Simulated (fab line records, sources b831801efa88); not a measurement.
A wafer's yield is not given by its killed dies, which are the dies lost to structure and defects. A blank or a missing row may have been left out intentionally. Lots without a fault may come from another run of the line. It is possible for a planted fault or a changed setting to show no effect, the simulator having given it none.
fab line records / flow sky130
record lots=13 wafers=39 lastDay=50
route steps=708 shown POLY_GATE@224 LOCAL_INTERCONNECT@399 CONTACT@410 PAD_OPEN@708
lots that met no fault: taken from a fault-free run of the same line
startH: hours from the record's first day to the start of the lot's first wafer shown / waitH: hours elapsed since this lot's preceding step / " the same as in the row above / L1.1+2: several wafers, shown together as one row / - no value, or no start given / * or withheld: withheld / < > ~ a bound
route shown NAME@n: a module of which the file shows steps, and the number in the route of the first / usual: the fault-free wafers' mean and standard deviation / same: alike in all rows / chamber/n: place in a boat / sites: per-site readings / _std_site: the values' standard deviation / _edge_site: mean of outer sites minus mean of inner sites / radiusMm: how far each site lies from the wafer's centre / mask NAME#n: copy n / behind: tool/chamber where the wafer was last shaped / hold: why the lot went on hold/how many hours it stayed there/how the hold came to an end / device: whichever transistor did not switch (one of n, p or np) / end of line: tests of these same wafers at the route's end / for a step that has no rows: nothing shown but its recipe / killed: count of dies lost to structure and defects at first sort (not the wafer's yield) / map: dies across one wafer; x = killed, . = not, _ = none there
set.NAME: the setting the step ran with; set.NAME@STEP: the setting that earlier step ran with / model.NAME: the simulator's own value behind a step, which no gauge read
the route's steps for a sample of lots (tables are steps, rows are wafers)
services: the hour from which a tool's chamber was out of use, counted from the record's first day as startH (under 0 if before that day), plus the number of hours and why
## steps
# step SKY_POLY_GATE_EXPOSE_10
# recipe maskId=P1M na=0.68 sourceShape=conventional sigmaOuter=0.6 targetCdNm=150 doseMj=28
lot.wafer=L838.1+3+6 tool=krfScanner-01 chamber=0 startH=366.70 waitH=- mask=P1M#0
lot.wafer=L839.1+5+6 tool=krfScanner-01 chamber=0 startH=377.50 waitH=- mask=P1M#0
lot.wafer=L841.2+3+5 tool=krfScanner-01 chamber=0 startH=400.57 waitH=- mask=P1M#0
lot.wafer=L842.2+4+5 tool=krfScanner-01 chamber=0 startH=412.97 waitH=- mask=P1M#0
lot.wafer=L844.1+4+5 tool=krfScanner-02 chamber=0 startH=427.32 waitH=- mask=P1M#0
lot.wafer=L846.1+4+5 tool=krfScanner-02 chamber=0 startH=443.72 waitH=- mask=P1M#0
lot.wafer=L847.1+4+6 tool=krfScanner-01 chamber=0 startH=453.13 waitH=- mask=P1M_R1#0
lot.wafer=L848.1+4+5 tool=krfScanner-02 chamber=0 startH=460.97 waitH=- mask=P1M#0
lot.wafer=L855.1+4+5 tool=krfScanner-02 chamber=0 startH=528.52 waitH=- mask=P1M#0
lot.wafer=L857.2+4+5 tool=krfScanner-01 chamber=0 startH=535.54 waitH=- mask=P1M#0
lot.wafer=L856.1+3+4 tool=krfScanner-02 chamber=0 startH=536.67 waitH=- mask=P1M#0
lot.wafer=L858.1+2+4 tool=krfScanner-02 chamber=0 startH=542.85 waitH=- mask=P1M#0
lot.wafer=L859.1+2+3 tool=krfScanner-02 chamber=0 startH=567.92 waitH=- mask=P1M#0
# step SKY_POLY_GATE_CD_MEAS_13
# recipe targetCdNm=150
# usual cdNm=150.3/1.3
lot.wafer=L838.1 tool=cdSem-01 chamber=- startH=380.80 waitH=- cdNm=151.3
lot.wafer=L838.3 tool=cdSem-01 chamber=- startH=380.80 waitH=- cdNm=151.3
lot.wafer=L838.6 tool=cdSem-01 chamber=- startH=380.80 waitH=- cdNm=151.2
lot.wafer=L839.1 tool=cdSem-02 chamber=- startH=390.95 waitH=- cdNm=150.7
lot.wafer=L839.5 tool=cdSem-02 chamber=- startH=390.95 waitH=- cdNm=151.6
lot.wafer=L839.6 tool=cdSem-02 chamber=- startH=390.95 waitH=- cdNm=151.4
lot.wafer=L841.2 tool=cdSem-02 chamber=- startH=415.57 waitH=- cdNm=152.6
lot.wafer=L841.3 tool=cdSem-02 chamber=- startH=415.57 waitH=- cdNm=153.0
lot.wafer=L841.5 tool=cdSem-02 chamber=- startH=415.57 waitH=- cdNm=151.7
lot.wafer=L842.2 tool=cdSem-01 chamber=- startH=427.57 waitH=- cdNm=150.7
lot.wafer=L842.4 tool=cdSem-01 chamber=- startH=427.57 waitH=- cdNm=149.1
lot.wafer=L842.5 tool=cdSem-01 chamber=- startH=427.57 waitH=- cdNm=149.5
lot.wafer=L844.1 tool=cdSem-02 chamber=- startH=442.75 waitH=- cdNm=152.7
lot.wafer=L844.4 tool=cdSem-02 chamber=- startH=442.75 waitH=- cdNm=152.5
lot.wafer=L844.5 tool=cdSem-02 chamber=- startH=442.75 waitH=- cdNm=151.0
lot.wafer=L846.1 tool=cdSem-02 chamber=- startH=458.79 waitH=- cdNm=151.4
lot.wafer=L846.4 tool=cdSem-02 chamber=- startH=458.79 waitH=- cdNm=151.0
lot.wafer=L846.5 tool=cdSem-02 chamber=- startH=458.79 waitH=- cdNm=151.0
lot.wafer=L847.1 tool=cdSem-01 chamber=- startH=467.99 waitH=- cdNm=162.1
lot.wafer=L847.4 tool=cdSem-01 chamber=- startH=467.99 waitH=- cdNm=161.9
lot.wafer=L847.6 tool=cdSem-01 chamber=- startH=467.99 waitH=- cdNm=160.9
lot.wafer=L848.1 tool=cdSem-01 chamber=- startH=475.84 waitH=- cdNm=152.5
lot.wafer=L848.4 tool=cdSem-01 chamber=- startH=475.84 waitH=- cdNm=151.7
lot.wafer=L848.5 tool=cdSem-01 chamber=- startH=475.84 waitH=- cdNm=152.1
lot.wafer=L855.1 tool=cdSem-01 chamber=- startH=543.90 waitH=- cdNm=148.7
lot.wafer=L855.4 tool=cdSem-01 chamber=- startH=543.90 waitH=- cdNm=149.8
lot.wafer=L855.5 tool=cdSem-01 chamber=- startH=543.90 waitH=- cdNm=148.5
lot.wafer=L857.2 tool=cdSem-02 chamber=- startH=550.66 waitH=- cdNm=150.1
lot.wafer=L857.4 tool=cdSem-02 chamber=- startH=550.66 waitH=- cdNm=150.3
lot.wafer=L857.5 tool=cdSem-02 chamber=- startH=550.66 waitH=- cdNm=149.5
lot.wafer=L856.1 tool=cdSem-01 chamber=- startH=551.59 waitH=- cdNm=147.5
lot.wafer=L856.3 tool=cdSem-01 chamber=- startH=551.59 waitH=- cdNm=148.5
lot.wafer=L856.4 tool=cdSem-01 chamber=- startH=551.59 waitH=- cdNm=148.4
lot.wafer=L858.1 tool=cdSem-01 chamber=- startH=557.39 waitH=- cdNm=149.4
lot.wafer=L858.2 tool=cdSem-01 chamber=- startH=557.39 waitH=- cdNm=151.0
lot.wafer=L858.4 tool=cdSem-01 chamber=- startH=557.39 waitH=- cdNm=150.2
lot.wafer=L859.1 tool=cdSem-01 chamber=- startH=582.50 waitH=- cdNm=152.2
lot.wafer=L859.2 tool=cdSem-01 chamber=- startH=582.50 waitH=- cdNm=151.4
lot.wafer=L859.3 tool=cdSem-01 chamber=- startH=582.50 waitH=- cdNm=150.7
# step SKY_LOCAL_INTERCONNECT_OVL_MEAS_12
# usual LOCAL_INTERCONNECT_OVL=1/5.3
lot.wafer=L838.1 tool=overlay-01 chamber=- startH=713.12 waitH=0.1 LOCAL_INTERCONNECT_OVL[nm]=-6
lot.wafer=L838.3 tool=overlay-01 chamber=- startH=713.12 waitH=0.1 LOCAL_INTERCONNECT_OVL[nm]=0
lot.wafer=L838.6 tool=overlay-01 chamber=- startH=713.12 waitH=0.1 LOCAL_INTERCONNECT_OVL[nm]=-2
lot.wafer=L839.1 tool=overlay-02 chamber=- startH=729.92 waitH=0.1 LOCAL_INTERCONNECT_OVL[nm]=7
lot.wafer=L839.5 tool=overlay-02 chamber=- startH=729.92 waitH=0.1 LOCAL_INTERCONNECT_OVL[nm]=3
lot.wafer=L839.6 tool=overlay-02 chamber=- startH=729.92 waitH=0.1 LOCAL_INTERCONNECT_OVL[nm]=-3
lot.wafer=L841.2 tool=overlay-02 chamber=- startH=747.22 waitH=0.1 LOCAL_INTERCONNECT_OVL[nm]=-1
lot.wafer=L841.3 tool=overlay-02 chamber=- startH=747.22 waitH=0.1 LOCAL_INTERCONNECT_OVL[nm]=-1
lot.wafer=L841.5 tool=overlay-02 chamber=- startH=747.22 waitH=0.1 LOCAL_INTERCONNECT_OVL[nm]=-7
lot.wafer=L842.2 tool=overlay-01 chamber=- startH=760.54 waitH=0.1 LOCAL_INTERCONNECT_OVL[nm]=5
lot.wafer=L842.4 tool=overlay-01 chamber=- startH=760.54 waitH=0.1 LOCAL_INTERCONNECT_OVL[nm]=6
lot.wafer=L842.5 tool=overlay-01 chamber=- startH=760.54 waitH=0.1 LOCAL_INTERCONNECT_OVL[nm]=7
lot.wafer=L844.1 tool=overlay-02 chamber=- startH=773.22 waitH=0.1 LOCAL_INTERCONNECT_OVL[nm]=3
lot.wafer=L844.4 tool=overlay-02 chamber=- startH=773.22 waitH=0.1 LOCAL_INTERCONNECT_OVL[nm]=-1
lot.wafer=L844.5 tool=overlay-02 chamber=- startH=773.22 waitH=0.1 LOCAL_INTERCONNECT_OVL[nm]=3
lot.wafer=L846.1 tool=overlay-01 chamber=- startH=785.03 waitH=0.1 LOCAL_INTERCONNECT_OVL[nm]=7
lot.wafer=L846.4 tool=overlay-01 chamber=- startH=785.03 waitH=0.1 LOCAL_INTERCONNECT_OVL[nm]=5
lot.wafer=L846.5 tool=overlay-01 chamber=- startH=785.03 waitH=0.1 LOCAL_INTERCONNECT_OVL[nm]=10
lot.wafer=L847.1 tool=overlay-02 chamber=- startH=793.52 waitH=0.1 LOCAL_INTERCONNECT_OVL[nm]=0
lot.wafer=L847.4 tool=overlay-02 chamber=- startH=793.52 waitH=0.1 LOCAL_INTERCONNECT_OVL[nm]=12
lot.wafer=L847.6 tool=overlay-02 chamber=- startH=793.52 waitH=0.1 LOCAL_INTERCONNECT_OVL[nm]=9
lot.wafer=L848.1 tool=overlay-01 chamber=- startH=799.83 waitH=0.1 LOCAL_INTERCONNECT_OVL[nm]=-5
lot.wafer=L848.4 tool=overlay-01 chamber=- startH=799.83 waitH=0.1 LOCAL_INTERCONNECT_OVL[nm]=-3
lot.wafer=L848.5 tool=overlay-01 chamber=- startH=799.83 waitH=0.1 LOCAL_INTERCONNECT_OVL[nm]=-6
lot.wafer=L855.1 tool=overlay-01 chamber=- startH=858.78 waitH=0.1 LOCAL_INTERCONNECT_OVL[nm]=8
lot.wafer=L855.4 tool=overlay-01 chamber=- startH=858.78 waitH=0.1 LOCAL_INTERCONNECT_OVL[nm]=1
lot.wafer=L855.5 tool=overlay-01 chamber=- startH=858.78 waitH=0.1 LOCAL_INTERCONNECT_OVL[nm]=6
lot.wafer=L857.2 tool=overlay-02 chamber=- startH=863.62 waitH=0.1 LOCAL_INTERCONNECT_OVL[nm]=-2
lot.wafer=L857.4 tool=overlay-02 chamber=- startH=863.62 waitH=0.1 LOCAL_INTERCONNECT_OVL[nm]=-7
lot.wafer=L857.5 tool=overlay-02 chamber=- startH=863.62 waitH=0.1 LOCAL_INTERCONNECT_OVL[nm]=-5
lot.wafer=L856.1 tool=overlay-02 chamber=- startH=868.52 waitH=0.1 LOCAL_INTERCONNECT_OVL[nm]=17
lot.wafer=L856.3 tool=overlay-02 chamber=- startH=868.52 waitH=0.1 LOCAL_INTERCONNECT_OVL[nm]=9
lot.wafer=L856.4 tool=overlay-02 chamber=- startH=868.52 waitH=0.1 LOCAL_INTERCONNECT_OVL[nm]=7
lot.wafer=L858.1 tool=overlay-02 chamber=- startH=871.07 waitH=0.1 LOCAL_INTERCONNECT_OVL[nm]=4
lot.wafer=L858.2 tool=overlay-02 chamber=- startH=871.07 waitH=0.1 LOCAL_INTERCONNECT_OVL[nm]=4
lot.wafer=L858.4 tool=overlay-02 chamber=- startH=871.07 waitH=0.1 LOCAL_INTERCONNECT_OVL[nm]=10
lot.wafer=L859.1 tool=overlay-01 chamber=- startH=891.32 waitH=0.1 LOCAL_INTERCONNECT_OVL[nm]=0
lot.wafer=L859.2 tool=overlay-01 chamber=- startH=891.32 waitH=0.1 LOCAL_INTERCONNECT_OVL[nm]=0
lot.wafer=L859.3 tool=overlay-01 chamber=- startH=891.32 waitH=0.1 LOCAL_INTERCONNECT_OVL[nm]=0
# step SKY_LOCAL_INTERCONNECT_STRIP_15
# recipe chemistry=O2/N2 powerW=1400 pressureMtorr=1500 platenTempC=withheld o2FlowSccm=3000 n2FlowSccm=300 overashFraction=0.5
# usual drypumpMotorCurrentA=6.0/0.44 oesProductAu=0.426/0.0045 stripTimeToEndpointS=4.713/0.024
lot.wafer=L838.1 tool=plasmaAsher-01 chamber=1 startH=713.27 waitH=0.0 drypumpMotorCurrentA=5.9 oesProductAu=0.427 rfHoursCounterH=62 stripTimeToEndpointS=4.751
lot.wafer=L838.3 tool=plasmaAsher-01 chamber=1 startH=713.27 waitH=0.0 drypumpMotorCurrentA=5.9 oesProductAu=0.425 rfHoursCounterH=- stripTimeToEndpointS=4.789
lot.wafer=L838.6 tool=plasmaAsher-01 chamber=1 startH=713.27 waitH=0.0 drypumpMotorCurrentA=5.9 oesProductAu=0.445 rfHoursCounterH=- stripTimeToEndpointS=4.750
lot.wafer=L839.1 tool=plasmaAsher-04 chamber=0 startH=730.07 waitH=0.0 drypumpMotorCurrentA=5.4 oesProductAu=0.428 rfHoursCounterH=89 stripTimeToEndpointS=4.729
lot.wafer=L839.5 tool=plasmaAsher-04 chamber=0 startH=730.07 waitH=0.0 drypumpMotorCurrentA=5.4 oesProductAu=0.420 rfHoursCounterH=- stripTimeToEndpointS=4.722
lot.wafer=L839.6 tool=plasmaAsher-04 chamber=1 startH=730.07 waitH=0.0 drypumpMotorCurrentA=6.3 oesProductAu=0.423 rfHoursCounterH=- stripTimeToEndpointS=4.718
lot.wafer=L841.2 tool=plasmaAsher-01 chamber=0 startH=747.37 waitH=0.0 drypumpMotorCurrentA=6.7 oesProductAu=0.425 rfHoursCounterH=65 stripTimeToEndpointS=4.725
lot.wafer=L841.3 tool=plasmaAsher-01 chamber=1 startH=747.37 waitH=0.0 drypumpMotorCurrentA=5.9 oesProductAu=0.417 rfHoursCounterH=- stripTimeToEndpointS=4.724
lot.wafer=L841.5 tool=plasmaAsher-01 chamber=0 startH=747.37 waitH=0.0 drypumpMotorCurrentA=6.7 oesProductAu=0.427 rfHoursCounterH=- stripTimeToEndpointS=4.721
lot.wafer=L842.2 tool=plasmaAsher-04 chamber=1 startH=760.68 waitH=0.0 drypumpMotorCurrentA=6.3 oesProductAu=0.424 rfHoursCounterH=92 stripTimeToEndpointS=4.719
lot.wafer=L842.4 tool=plasmaAsher-04 chamber=0 startH=760.68 waitH=0.0 drypumpMotorCurrentA=5.5 oesProductAu=0.421 rfHoursCounterH=- stripTimeToEndpointS=4.722
lot.wafer=L842.5 tool=plasmaAsher-04 chamber=1 startH=760.68 waitH=0.0 drypumpMotorCurrentA=6.3 oesProductAu=0.422 rfHoursCounterH=- stripTimeToEndpointS=4.748
lot.wafer=L844.1 tool=plasmaAsher-03 chamber=0 startH=773.48 waitH=0.1 drypumpMotorCurrentA=5.5 oesProductAu=0.424 rfHoursCounterH=3 stripTimeToEndpointS=4.710
lot.wafer=L844.4 tool=plasmaAsher-03 chamber=0 startH=773.48 waitH=0.1 drypumpMotorCurrentA=5.5 oesProductAu=0.422 rfHoursCounterH=- stripTimeToEndpointS=4.712
lot.wafer=L844.5 tool=plasmaAsher-03 chamber=1 startH=773.48 waitH=0.1 drypumpMotorCurrentA=6.1 oesProductAu=0.428 rfHoursCounterH=- stripTimeToEndpointS=4.714
lot.wafer=L846.1 tool=plasmaAsher-01 chamber=1 startH=785.18 waitH=0.0 drypumpMotorCurrentA=5.9 oesProductAu=0.415 rfHoursCounterH=69 stripTimeToEndpointS=4.678
lot.wafer=L846.4 tool=plasmaAsher-01 chamber=0 startH=785.18 waitH=0.0 drypumpMotorCurrentA=6.7 oesProductAu=0.427 rfHoursCounterH=- stripTimeToEndpointS=4.667
lot.wafer=L846.5 tool=plasmaAsher-01 chamber=0 startH=785.18 waitH=0.0 drypumpMotorCurrentA=6.7 oesProductAu=0.425 rfHoursCounterH=- stripTimeToEndpointS=4.677
lot.wafer=L847.1 tool=plasmaAsher-03 chamber=0 startH=793.67 waitH=0.0 drypumpMotorCurrentA=5.6 oesProductAu=0.428 rfHoursCounterH=5 stripTimeToEndpointS=4.734
lot.wafer=L847.4 tool=plasmaAsher-03 chamber=0 startH=793.67 waitH=0.0 drypumpMotorCurrentA=5.6 oesProductAu=0.430 rfHoursCounterH=- stripTimeToEndpointS=4.700
lot.wafer=L847.6 tool=plasmaAsher-03 chamber=1 startH=793.67 waitH=0.0 drypumpMotorCurrentA=6.1 oesProductAu=0.429 rfHoursCounterH=- stripTimeToEndpointS=4.697
lot.wafer=L848.1 tool=plasmaAsher-03 chamber=1 startH=799.98 waitH=0.0 drypumpMotorCurrentA=6.1 oesProductAu=0.430 rfHoursCounterH=5 stripTimeToEndpointS=4.684
lot.wafer=L848.4 tool=plasmaAsher-03 chamber=1 startH=799.98 waitH=0.0 drypumpMotorCurrentA=6.1 oesProductAu=0.421 rfHoursCounterH=- stripTimeToEndpointS=4.688
lot.wafer=L848.5 tool=plasmaAsher-03 chamber=0 startH=799.98 waitH=0.0 drypumpMotorCurrentA=5.6 oesProductAu=0.427 rfHoursCounterH=- stripTimeToEndpointS=4.717
lot.wafer=L855.1 tool=plasmaAsher-04 chamber=1 startH=858.93 waitH=0.0 drypumpMotorCurrentA=6.4 oesProductAu=0.424 rfHoursCounterH=102 stripTimeToEndpointS=4.682
lot.wafer=L855.4 tool=plasmaAsher-04 chamber=0 startH=858.93 waitH=0.0 drypumpMotorCurrentA=5.4 oesProductAu=0.431 rfHoursCounterH=- stripTimeToEndpointS=4.693
lot.wafer=L855.5 tool=plasmaAsher-04 chamber=1 startH=858.93 waitH=0.0 drypumpMotorCurrentA=6.4 oesProductAu=0.433 rfHoursCounterH=- stripTimeToEndpointS=4.687
lot.wafer=L857.2 tool=plasmaAsher-03 chamber=1 startH=863.77 waitH=0.0 drypumpMotorCurrentA=6.2 oesProductAu=0.426 rfHoursCounterH=12 stripTimeToEndpointS=4.702
lot.wafer=L857.4 tool=plasmaAsher-03 chamber=0 startH=863.77 waitH=0.0 drypumpMotorCurrentA=5.5 oesProductAu=0.431 rfHoursCounterH=- stripTimeToEndpointS=4.699
lot.wafer=L857.5 tool=plasmaAsher-03 chamber=0 startH=863.77 waitH=0.0 drypumpMotorCurrentA=5.5 oesProductAu=0.424 rfHoursCounterH=- stripTimeToEndpointS=4.698
lot.wafer=L856.1 tool=plasmaAsher-03 chamber=1 startH=868.67 waitH=0.0 drypumpMotorCurrentA=6.2 oesProductAu=0.424 rfHoursCounterH=12 stripTimeToEndpointS=4.718
lot.wafer=L856.3 tool=plasmaAsher-03 chamber=1 startH=868.67 waitH=0.0 drypumpMotorCurrentA=6.1 oesProductAu=0.426 rfHoursCounterH=- stripTimeToEndpointS=4.750
lot.wafer=L856.4 tool=plasmaAsher-03 chamber=0 startH=868.67 waitH=0.0 drypumpMotorCurrentA=5.5 oesProductAu=0.422 rfHoursCounterH=- stripTimeToEndpointS=4.710
lot.wafer=L858.1 tool=plasmaAsher-01 chamber=0 startH=871.22 waitH=0.0 drypumpMotorCurrentA=6.7 oesProductAu=0.423 rfHoursCounterH=77 stripTimeToEndpointS=4.692
lot.wafer=L858.2 tool=plasmaAsher-01 chamber=1 startH=871.22 waitH=0.0 drypumpMotorCurrentA=5.9 oesProductAu=0.424 rfHoursCounterH=77 stripTimeToEndpointS=4.708
lot.wafer=L858.4 tool=plasmaAsher-01 chamber=0 startH=871.22 waitH=0.0 drypumpMotorCurrentA=6.7 oesProductAu=0.413 rfHoursCounterH=- stripTimeToEndpointS=4.740
lot.wafer=L859.1 tool=plasmaAsher-01 chamber=0 startH=891.47 waitH=0.0 drypumpMotorCurrentA=6.7 oesProductAu=0.427 rfHoursCounterH=80 stripTimeToEndpointS=4.760
lot.wafer=L859.2 tool=plasmaAsher-01 chamber=1 startH=891.47 waitH=0.0 drypumpMotorCurrentA=5.9 oesProductAu=0.423 rfHoursCounterH=80 stripTimeToEndpointS=4.711
lot.wafer=L859.3 tool=plasmaAsher-01 chamber=0 startH=891.47 waitH=0.0 drypumpMotorCurrentA=6.7 oesProductAu=0.430 rfHoursCounterH=- stripTimeToEndpointS=4.746
# step SKY_CONTACT_CMP_04
# recipe material=SiO2 downForcePsi=4 platenRpm=60 padVelocityMS=0.94248
# usual motorCurrentA=11.3/0.97 platenRpm=60.00/0.041 timeToEndpointS=85/5
lot.wafer=L838.1 tool=cmp-01 chamber=2 startH=714.18 waitH=0.1 motorCurrentA=12.5 platenRpm=60.06 timeToEndpointS=79
lot.wafer=L838.3 tool=cmp-01 chamber=3 startH=714.18 waitH=0.1 motorCurrentA=11.0 platenRpm=59.97 timeToEndpointS=81
lot.wafer=L838.6 tool=cmp-01 chamber=1 startH=714.18 waitH=0.1 motorCurrentA=9.3 platenRpm=59.92 timeToEndpointS=86
lot.wafer=L839.1 tool=cmp-01 chamber=3 startH=731.06 waitH=0.2 motorCurrentA=10.8 platenRpm=60.01 timeToEndpointS=86
lot.wafer=L839.6 tool=cmp-01 chamber=0 startH=731.06 waitH=0.2 motorCurrentA=11.2 platenRpm=59.94 timeToEndpointS=85
lot.wafer=L839.5 tool=cmp-01 chamber=1 startH=731.06 waitH=0.2 motorCurrentA=9.1 platenRpm=60.07 timeToEndpointS=87
lot.wafer=L841.3 tool=cmp-01 chamber=2 startH=748.26 waitH=0.0 motorCurrentA=11.3 platenRpm=60.07 timeToEndpointS=73
lot.wafer=L841.2 tool=cmp-01 chamber=0 startH=748.26 waitH=0.0 motorCurrentA=11.0 platenRpm=60.02 timeToEndpointS=70
lot.wafer=L841.5 tool=cmp-01 chamber=2 startH=748.26 waitH=0.0 motorCurrentA=13.6 platenRpm=60.03 timeToEndpointS=73
lot.wafer=L842.2 tool=cmp-02 chamber=1 startH=761.60 waitH=0.1 motorCurrentA=12.1 platenRpm=59.97 timeToEndpointS=83
lot.wafer=L842.4 tool=cmp-02 chamber=2 startH=761.60 waitH=0.1 motorCurrentA=12.6 platenRpm=59.96 timeToEndpointS=88
lot.wafer=L842.5 tool=cmp-02 chamber=0 startH=761.60 waitH=0.1 motorCurrentA=11.2 platenRpm=59.96 timeToEndpointS=84
lot.wafer=L844.4 tool=cmp-02 chamber=1 startH=774.40 waitH=0.1 motorCurrentA=11.5 platenRpm=59.98 timeToEndpointS=86
lot.wafer=L844.1 tool=cmp-02 chamber=2 startH=774.40 waitH=0.1 motorCurrentA=11.6 platenRpm=59.98 timeToEndpointS=82
lot.wafer=L844.5 tool=cmp-02 chamber=0 startH=774.40 waitH=0.1 motorCurrentA=11.0 platenRpm=60.01 timeToEndpointS=76
lot.wafer=L846.4 tool=cmp-02 chamber=0 startH=786.24 waitH=0.3 motorCurrentA=11.6 platenRpm=59.99 timeToEndpointS=82
lot.wafer=L846.1 tool=cmp-02 chamber=2 startH=786.24 waitH=0.3 motorCurrentA=11.8 platenRpm=59.99 timeToEndpointS=81
lot.wafer=L846.5 tool=cmp-02 chamber=0 startH=786.24 waitH=0.3 motorCurrentA=10.8 platenRpm=60.08 timeToEndpointS=82
lot.wafer=L847.1 tool=cmp-02 chamber=1 startH=794.52 waitH=0.1 motorCurrentA=11.4 platenRpm=60.04 timeToEndpointS=90
lot.wafer=L847.4 tool=cmp-02 chamber=0 startH=794.52 waitH=0.1 motorCurrentA=10.8 platenRpm=59.94 timeToEndpointS=83
lot.wafer=L847.6 tool=cmp-02 chamber=2 startH=794.52 waitH=0.1 motorCurrentA=12.0 platenRpm=60.04 timeToEndpointS=93
lot.wafer=L848.1 tool=cmp-02 chamber=0 startH=800.85 waitH=0.1 motorCurrentA=11.1 platenRpm=59.94 timeToEndpointS=82
lot.wafer=L848.4 tool=cmp-02 chamber=2 startH=800.85 waitH=0.1 motorCurrentA=12.6 platenRpm=59.99 timeToEndpointS=79
lot.wafer=L848.5 tool=cmp-02 chamber=0 startH=800.85 waitH=0.1 motorCurrentA=10.8 platenRpm=59.96 timeToEndpointS=77
lot.wafer=L855.4 tool=cmp-01 chamber=1 startH=859.83 waitH=0.1 motorCurrentA=9.7 platenRpm=59.91 timeToEndpointS=91
lot.wafer=L855.1 tool=cmp-01 chamber=3 startH=859.83 waitH=0.1 motorCurrentA=11.5 platenRpm=60.00 timeToEndpointS=85
lot.wafer=L855.5 tool=cmp-01 chamber=0 startH=859.83 waitH=0.1 motorCurrentA=11.8 platenRpm=60.09 timeToEndpointS=79
lot.wafer=L857.2 tool=cmp-01 chamber=2 startH=864.59 waitH=0.0 motorCurrentA=12.7 platenRpm=60.05 timeToEndpointS=85
lot.wafer=L857.4 tool=cmp-01 chamber=3 startH=864.59 waitH=0.0 motorCurrentA=11.4 platenRpm=60.00 timeToEndpointS=90
lot.wafer=L857.5 tool=cmp-01 chamber=2 startH=864.59 waitH=0.0 motorCurrentA=12.5 platenRpm=59.99 timeToEndpointS=82
lot.wafer=L856.3 tool=cmp-02 chamber=2 startH=869.53 waitH=0.0 motorCurrentA=12.3 platenRpm=59.98 timeToEndpointS=81
lot.wafer=L856.4 tool=cmp-02 chamber=3 startH=869.53 waitH=0.0 motorCurrentA=12.5 platenRpm=60.00 timeToEndpointS=79
lot.wafer=L856.1 tool=cmp-02 chamber=0 startH=869.53 waitH=0.0 motorCurrentA=10.4 platenRpm=60.01 timeToEndpointS=79
lot.wafer=L858.2 tool=cmp-01 chamber=1 startH=872.07 waitH=0.0 motorCurrentA=9.6 platenRpm=59.96 timeToEndpointS=98
lot.wafer=L858.1 tool=cmp-01 chamber=3 startH=872.07 waitH=0.0 motorCurrentA=11.2 platenRpm=60.01 timeToEndpointS=97
lot.wafer=L858.4 tool=cmp-01 chamber=0 startH=872.07 waitH=0.0 motorCurrentA=10.2 platenRpm=59.97 timeToEndpointS=88
lot.wafer=L859.2 tool=cmp-01 chamber=1 startH=892.28 waitH=0.0 motorCurrentA=9.5 platenRpm=60.12 timeToEndpointS=91
lot.wafer=L859.3 tool=cmp-01 chamber=2 startH=892.28 waitH=0.0 motorCurrentA=12.2 platenRpm=60.00 timeToEndpointS=84
lot.wafer=L859.1 tool=cmp-01 chamber=3 startH=892.28 waitH=0.0 motorCurrentA=11.3 platenRpm=59.92 timeToEndpointS=88
# step SKY_PAD_OPEN_PROBE_99
# usual killed_at_M0_to_M3=44/7.2 killed_at_M4_up=3.1/1.8 killedAtContacts=25/5.2 killedAtFrontEnd=15/3.9 killedAtOther=0.2/0.5 killedDies=86/9.5 killedOpen=47/7.3 killedShort=40/6
# same grossDies=492 killedAtBackSide=0
lot.wafer=L847.4 tool=prober-02 chamber=- startH=1142.67 waitH=0.2 killed_at_M0_to_M3=57 killed_at_M4_up=1 killedAtContacts=24 killedAtFrontEnd=11 killedAtOther=0 killedDies=93 killedOpen=58 killedShort=34
# killed by level:class
L847.4 VIA1:geometricParticle:open=15 VIA3:geometricParticle:open=10 CONTACT:geometricParticle:open=10 VIA2:geometricParticle:open=7 LI_CONTACT:geometricParticle:open=5 CONTACT:geometricParticle:short=5 POLY_GATE:geometricParticle:short=4 METAL1:geometricParticle:short=4
## services
tool=krfScanner-02 chamber=- startH=390.86 hours=1.0 kind=pm
tool=cmp-01 chamber=- startH=413.77 hours=4.2 kind=pm
tool=krfScanner-02 chamber=- startH=456.32 hours=0.8 kind=pm
tool=cmp-01 chamber=- startH=465.93 hours=0.4 kind=repair
tool=krfScanner-02 chamber=- startH=486.42 hours=0.5 kind=repair
tool=krfScanner-02 chamber=- startH=503.31 hours=1.3 kind=pm
tool=cmp-01 chamber=- startH=505.90 hours=5.6 kind=pm
tool=cmp-01 chamber=- startH=517.97 hours=0.9 kind=repair
tool=krfScanner-02 chamber=- startH=559.86 hours=1.0 kind=pm
tool=cmp-01 chamber=- startH=582.55 hours=4.0 kind=pm
tool=krfScanner-02 chamber=- startH=584.91 hours=3.8 kind=repair
tool=cmp-01 chamber=- startH=593.44 hours=3.4 kind=repair
tool=krfScanner-02 chamber=- startH=612.71 hours=4.4 kind=pm
tool=cmp-01 chamber=- startH=616.31 hours=1.3 kind=repair
tool=krfScanner-02 chamber=- startH=625.12 hours=0.8 kind=pm
tool=krfScanner-02 chamber=- startH=638.06 hours=2.3 kind=repair
tool=krfScanner-02 chamber=- startH=646.47 hours=4.4 kind=pm
tool=krfScanner-02 chamber=- startH=679.21 hours=1.3 kind=pm
tool=krfScanner-02 chamber=- startH=688.45 hours=0.7 kind=repair
tool=krfScanner-02 chamber=- startH=719.14 hours=0.7 kind=repair
tool=krfScanner-02 chamber=- startH=721.52 hours=1.5 kind=repair
tool=krfScanner-02 chamber=- startH=728.86 hours=1.0 kind=pm
tool=cmp-01 chamber=- startH=740.62 hours=1.4 kind=repair
tool=krfScanner-02 chamber=- startH=766.70 hours=8.5 kind=repair
## key
firstSign step=SKY_POLY_GATE_EXPOSE_10 reading=mask direction=changed
effect step=SKY_POLY_GATE_CD_MEAS_13 reading=cdNm direction=up sigmas=8.8 usual=150.3 struck=161.6
metAt SKY_POLY_GATE_EXPOSE_10
struckLots L847
testerLeftOut L847
notActingAt SKY_LOCAL_INTERCONNECT_OVL_MEAS_12,SKY_LOCAL_INTERCONNECT_STRIP_15,SKY_CONTACT_CMP_04
onsetBetween 412.97 453.13
fault kind=wrongMask tool=any chamber=- onsetH=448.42 steps=SKY_POLY_GATE_EXPOSE_10 auxCopy=P1M_R1#0 cdOffsetNm=11 scope=struckLotsOnly
# testerLeftOut: of these lots the tester's yield and bins aren't shown, on N5 and GAA mostly nor the transistor test; their killed dies are dies lost to structure and defects alone, not to doping, threshold or leakage, so they don't give the yield
